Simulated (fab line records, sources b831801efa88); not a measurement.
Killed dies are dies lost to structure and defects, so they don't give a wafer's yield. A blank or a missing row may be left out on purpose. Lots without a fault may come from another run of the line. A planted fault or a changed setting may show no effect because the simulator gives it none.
Chamber matching | flow gf180mcu | GF_M5_ETCH_09 on rie_diel-03: 4 sister chambers
The step etches Si3N4 in CF4/O2, target depth 52 nm, time 11.6 s. 4 wafers are shown with their chamber, then 11 later ones without.

WAFERS WITH THEIR CHAMBER
wafer  | chamber | drypump_motor_current_A (A)
L088.1 | 0       | 5.6
L088.2 | 2       | 5.8
L088.3 | 3       | 5.4
L088.4 | 1       | 6.5

WAFERS WITHOUT THEIR CHAMBER
wafer  | drypump_motor_current_A (A)
L088.5 | 5.6
L088.6 | 6.5
L094.2 | 5.4
L094.4 | 5.8
L094.5 | 6.5
L096.4 | 5.6
L096.5 | 6.5
L096.6 | 5.6
L097.1 | 5.7
L097.3 | 5.4
L097.5 | 6.5

WHICH CHAMBER EACH WENT THROUGH
wafer  | from the rows above     | in truth
L088.5 | 0                       | 0
L088.6 | 1                       | 1
L094.2 | 3                       | 3
L094.4 | 2                       | 2
L094.5 | 1                       | 1
L096.4 | 0                       | 0
L096.5 | 1                       | 1
L096.6 | 0                       | 0
L097.1 | can't be placed: 2 or 0 | 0
L097.3 | 3                       | 3
L097.5 | 1                       | 1
Placed correctly: 10 of 11. Can't be placed from these rows: 1 (the true chamber is among the candidates in 1). Placed wrongly: 0.
How it was worked out, from the rows above alone: a wafer's distance from a chamber is the root of the sum, over the readings, of the square of ((its reading less the chamber's mean) divided by the reading's scatter). The wafer belongs to the nearest chamber; if the next one is less than 2 further off, it can't be placed. A chamber's mean is the mean of its shown wafers. The scatter: with one shown wafer a chamber, the root of the mean of the squares of how far each hidden wafer lies from its nearest shown one.
